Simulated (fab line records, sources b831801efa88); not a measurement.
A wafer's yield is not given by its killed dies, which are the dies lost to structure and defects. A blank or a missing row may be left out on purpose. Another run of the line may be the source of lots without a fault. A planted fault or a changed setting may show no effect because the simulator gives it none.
The tool behind it: which one?	flow gf180mcu	12 lots with 36 wafers sampled at 5 steps, on a route of 602 steps

WHAT EACH GAUGE READ, for each wafer
The record holds no reading of a measuring or inspecting step that can be judged against a usual standard deviation.

WHAT TOOL EACH LOT RAN ON (gives the tool, then ch and the chambers of the sampled wafers, and finally the start)
lot	GF_HV_LDD_STRIP_37	GF_PSD_COAT_02	GF_PSD_STRIP_10	GF_SAB_ETCH_11	GF_M1_SPUTTER_04
L296	plasma asher-02 ch 0,1, day 11 21:25	litho track-01 ch 0, day 14 00:26	plasma asher-01 ch 0,1, day 14 10:58	rie diel-03 ch 1,2, day 15 07:29	pvd sputter-04, day 16 08:11
L297	plasma asher-04 ch 0,1, day 12 05:02	litho track-04 ch 0, day 14 06:42	plasma asher-02 ch 0,1, day 14 16:38	rie diel-03 ch 0,1,3, day 15 14:21	pvd sputter-04, day 16 14:51
L301	plasma asher-02 ch 0,1, day 13 19:13	litho track-01 ch 0, day 16 01:44	plasma asher-03 ch 0,1, day 16 13:11	rie diel-03 ch 0,2, day 17 12:20	pvd sputter-02, day 18 15:01
L303	plasma asher-03 ch 0,1, day 13 23:50	litho track-02 ch 0, day 16 07:20	plasma asher-03 ch 0,1, day 16 18:44	rie diel-03 ch 1,2,3, day 17 17:23	pvd sputter-02, day 18 20:17
L308	plasma asher-02 ch 0,1, day 15 09:25	litho track-01 ch 0, day 17 18:47	plasma asher-02 ch 0,1, day 18 07:14	rie diel-03 ch 0,2,3, day 19 07:35	pvd sputter-02, day 20 11:18
L309	plasma asher-04 ch 0,1, day 15 10:41	litho track-01 ch 0, day 17 20:20	plasma asher-02 ch 0,1, day 18 08:53	rie diel-04 ch 1,2, day 19 10:14	pvd sputter-02, day 20 13:23
L312	plasma asher-03 ch 0,1, day 16 20:59	litho track-04 ch 0, day 19 11:07	plasma asher-03 ch 0, day 19 23:08	rie diel-04 ch 0,2,3, day 20 23:55	pvd sputter-02, day 22 02:22
L315	plasma asher-03 ch 0,1, day 17 15:01	litho track-04 ch 0, day 20 08:16	plasma asher-01 ch 0,1, day 20 20:53	rie diel-02 ch 0,1, day 21 21:11	pvd sputter-02, day 22 23:11
L316	plasma asher-03 ch 0,1, day 18 15:50	litho track-01 ch 0, day 21 08:36	plasma asher-03 ch 0,1, day 21 20:53	rie diel-02 ch 0,2,3, day 22 20:26	pvd sputter-04, day 23 22:37
L318	plasma asher-02 ch 0,1, day 18 20:08	litho track-04 ch 0, day 21 12:34	plasma asher-02 ch 0,1, day 22 00:56	rie diel-02 ch 0,3, day 23 00:46	pvd sputter-02, day 24 02:08
L317	plasma asher-03 ch 0,1, day 18 20:29	litho track-01 ch 0, day 21 14:38	plasma asher-01 ch 0,1, day 22 02:53	rie diel-03 ch 0,2,3, day 23 02:17	pvd sputter-03, day 24 04:09
L319	plasma asher-04 ch 0,1, day 19 08:47	litho track-04 ch 0, day 22 00:58	plasma asher-03 ch 0,1, day 22 13:11	rie diel-04 ch 1,2, day 23 11:59	pvd sputter-04, day 24 12:24
- GF_HV_LDD_STRIP_37: strips in O2/N2.
- GF_PSD_COAT_02: resist thk 1000 nm.
- GF_PSD_STRIP_10: strips in O2/N2.
- GF_SAB_ETCH_11: etches SiO2 in C4F8/O2/Ar, target depth 55 nm, time 8.5 s.
- GF_M1_SPUTTER_04: material TiN, target thk 50 nm, time 41.7 s.

WHAT THE TOOLS THEMSELVES READ (means of the sampled wafers that have a number; where no wafer has one, the mark that the record gives instead)
GF_HV_LDD_STRIP_37.
lot	tool	drypump motor current A (A)	heater power w (W)	oes product au (a.u.)	strip time to endpoint s (s)
L296	plasma asher-02	6.0	341	0.709	12.68
L297	plasma asher-04	5.6	316	0.713	12.71
L301	plasma asher-02	5.8	329	0.718	12.60
L303	plasma asher-03	5.6	349	0.714	12.60
L308	plasma asher-02	5.8	330	0.715	12.62
L309	plasma asher-04	5.3	329	0.712	12.65
L312	plasma asher-03	5.8	354	0.715	12.63
L315	plasma asher-03	5.8	359	0.713	12.66
L316	plasma asher-03	5.8	355	0.712	12.65
L318	plasma asher-02	5.9	334	0.713	12.67
L317	plasma asher-03	5.8	359	0.715	12.60
L319	plasma asher-04	5.3	326	0.717	12.67

GF_PSD_COAT_02.
lot	tool	exhaust pa (Pa)	spin speed rpm (rpm)
L296	litho track-01	45.6	2999.0
L297	litho track-04	44.2	2998.9
L301	litho track-01	44.6	2999.3
L303	litho track-02	46.0	2999.9
L308	litho track-01	46.0	3149.9
L309	litho track-01	45.3	3148.9
L312	litho track-04	45.7	2998.0
L315	litho track-04	45.2	3001.2
L316	litho track-01	45.5	3003.6
L318	litho track-04	46.9	3000.5
L317	litho track-01	44.3	3001.5
L319	litho track-04	43.9	2999.2

GF_PSD_STRIP_10.
lot	tool	drypump motor current A (A)	heater power w (W)	oes product au (a.u.)	strip time to endpoint s (s)
L296	plasma asher-01	5.78	350	0.590	16.54
L297	plasma asher-02	5.82	325	0.598	16.58
L301	plasma asher-03	5.78	361	0.590	16.55
L303	plasma asher-03	5.78	360	0.593	16.48
L308	plasma asher-02	6.00	338	0.591	16.25
L309	plasma asher-02	6.02	339	0.590	16.27
L312	plasma asher-03	5.98	369	0.593	16.55
L315	plasma asher-01	5.79	348	0.591	16.54
L316	plasma asher-03	5.56	348	0.593	16.53
L318	plasma asher-02	5.83	333	0.595	16.45
L317	plasma asher-01	5.80	346	0.590	16.55
L319	plasma asher-03	5.78	361	0.594	16.58

GF_SAB_ETCH_11.
lot	tool	oes product au (a.u.)
L296	rie diel-03	1.003
L297	rie diel-03	1.013
L301	rie diel-03	1.009
L303	rie diel-03	1.003
L308	rie diel-03	1.000
L309	rie diel-04	0.987
L312	rie diel-04	0.995
L315	rie diel-02	1.000
L316	rie diel-02	0.990
L318	rie diel-02	1.001
L317	rie diel-03	1.006
L319	rie diel-04	0.989

GF_M1_SPUTTER_04.
lot	tool	chamber pressure pa (Pa)	throttle valve pct (%)
L296	pvd sputter-04	0.4002	30.1
L297	pvd sputter-04	0.4002	29.9
L301	pvd sputter-02	0.3989	30.4
L303	pvd sputter-02	0.3998	29.9
L308	pvd sputter-02	0.3992	29.4
L309	pvd sputter-02	0.4000	29.8
L312	pvd sputter-02	0.4004	29.3
L315	pvd sputter-02	0.4003	29.8
L316	pvd sputter-04	0.3999	29.6
L318	pvd sputter-02	0.4002	29.2
L317	pvd sputter-03	0.3999	30.9
L319	pvd sputter-04	0.3989	30.3

THE ANSWER, worked out from the rows above alone
Rule: the lots themselves supply what counts as usual. Put in order of their means at a reading, lots are off if they are a third of the lots or fewer, leave a main group of 4 or more, and stand apart from it by a gap of 3 or more times the standard deviation of the main group's means; of several such gaps the widest counts. A main group is skipped when, at the precision printed for the reading in the tables above, its means are all equal. A lot without any number at a reading at which 4 lots or more have one is off too. Any other lot the step has rows for is counted as sound. After the gauges, taken in route order, come the tools' own readings; for these a lot's mean is taken, as printed above. At the first step where some lot is off, the reading lying furthest off is the one used; lots without a number count as furthest.
Off: L308, L309, at GF_PSD_COAT_02 (spin speed rpm). The main group: mean 3000.1 rpm, standard deviation 1.6.
If a tool, at that step or one of the process steps before it, ran each lot that is off and ran no sound lot following the first of them, it fits. No candidate that was tried fits.

WHAT THE SIMULATOR HAD INSERTED
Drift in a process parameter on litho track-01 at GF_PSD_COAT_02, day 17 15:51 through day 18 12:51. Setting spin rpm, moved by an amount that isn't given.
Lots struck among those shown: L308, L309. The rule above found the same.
